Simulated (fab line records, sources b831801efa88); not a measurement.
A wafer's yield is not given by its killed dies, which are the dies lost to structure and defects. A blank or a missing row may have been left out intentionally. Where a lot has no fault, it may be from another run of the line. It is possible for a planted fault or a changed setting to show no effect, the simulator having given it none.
The tool behind it: which one? :: flow sky130 :: Sampling: 12 lots, 36 wafers, 2 of 708 route steps

## WHAT THE GAUGES READ, wafer by wafer
SKY_METAL1_THK_MEAS_06: measures by xrf.
lot: L075
measured: day 31 22:16
on: film metro-03
METAL1_ALCU_THK (nm): 249.5 245.3 246.7

lot: L077
measured: day 32 13:40
on: film metro-02
METAL1_ALCU_THK (nm): 245.3 246.2 241.7

lot: L079
measured: day 34 02:46
on: film metro-02
METAL1_ALCU_THK (nm): 240.0 241.7 242.2

lot: L081
measured: day 34 08:43
on: film metro-02
METAL1_ALCU_THK (nm): 242.4 245.0 242.5

lot: L082
measured: day 34 15:26
on: film metro-04
METAL1_ALCU_THK (nm): 246.6 243.8 242.9

lot: L085
measured: day 35 10:27
on: film metro-04
METAL1_ALCU_THK (nm): 246.0 245.7 247.4

lot: L087
measured: day 36 00:24
on: film metro-04
METAL1_ALCU_THK (nm): 249.5 244.5 246.7

lot: L089
measured: day 36 11:34
on: film metro-04
METAL1_ALCU_THK (nm): 246.6 245.3 244.3

lot: L091
measured: day 37 02:55
on: film metro-03
METAL1_ALCU_THK (nm): 243.5 248.9 247.4

lot: L094
measured: day 38 02:13
on: film metro-04
METAL1_ALCU_THK (nm): 240.1 238.5 240.9

lot: L095
measured: day 38 21:07
on: film metro-03
METAL1_ALCU_THK (nm): 246.8 245.2 248.0

lot: L097
measured: day 38 22:41
on: film metro-03
METAL1_ALCU_THK (nm): 244.8 241.8 243.4

## TOOL THAT RAN EACH LOT (tool first, then ch and the chambers of the sampled wafers, then the start)
lot: L075
SKY_CONTACT_SPUTTER_23: pvd sputter-02, day 31 21:20

lot: L077
SKY_CONTACT_SPUTTER_23: pvd sputter-02, day 32 12:29

lot: L079
SKY_CONTACT_SPUTTER_23: pvd sputter-01, day 34 01:50

lot: L081
SKY_CONTACT_SPUTTER_23: pvd sputter-04, day 34 07:47

lot: L082
SKY_CONTACT_SPUTTER_23: pvd sputter-02, day 34 14:25

lot: L085
SKY_CONTACT_SPUTTER_23: pvd sputter-01, day 35 09:32

lot: L087
SKY_CONTACT_SPUTTER_23: pvd sputter-04, day 35 23:29

lot: L089
SKY_CONTACT_SPUTTER_23: pvd sputter-04, day 36 10:39

lot: L091
SKY_CONTACT_SPUTTER_23: pvd sputter-04, day 37 01:59

lot: L094
SKY_CONTACT_SPUTTER_23: pvd sputter-02, day 38 01:13

lot: L095
SKY_CONTACT_SPUTTER_23: pvd sputter-04, day 38 20:11

lot: L097
SKY_CONTACT_SPUTTER_23: pvd sputter-04, day 38 21:45
- SKY_CONTACT_SPUTTER_23: material TiN, target thk 20 nm, time 80 s.

## THE ANSWER, worked out from the rows above alone
Rule: the lots themselves supply what counts as usual. The widest of any qualifying gaps counts: lots, ordered by their means at a reading, are off when they make up no more than a third of the lots, leave a main group of 4 or more, and stand apart from it by 3 or more times the standard deviation of that group's means. Not used: any main group whose means are identical at the precision the tables above print for the reading. Also off: a lot with no number at a reading for which 4 or more lots have one. Any other lot the step has rows for is counted as sound.
Nothing can be told from this: no lot is off at any reading shown.

## WHAT HAD BEEN PUT IN BY THE SIMULATOR
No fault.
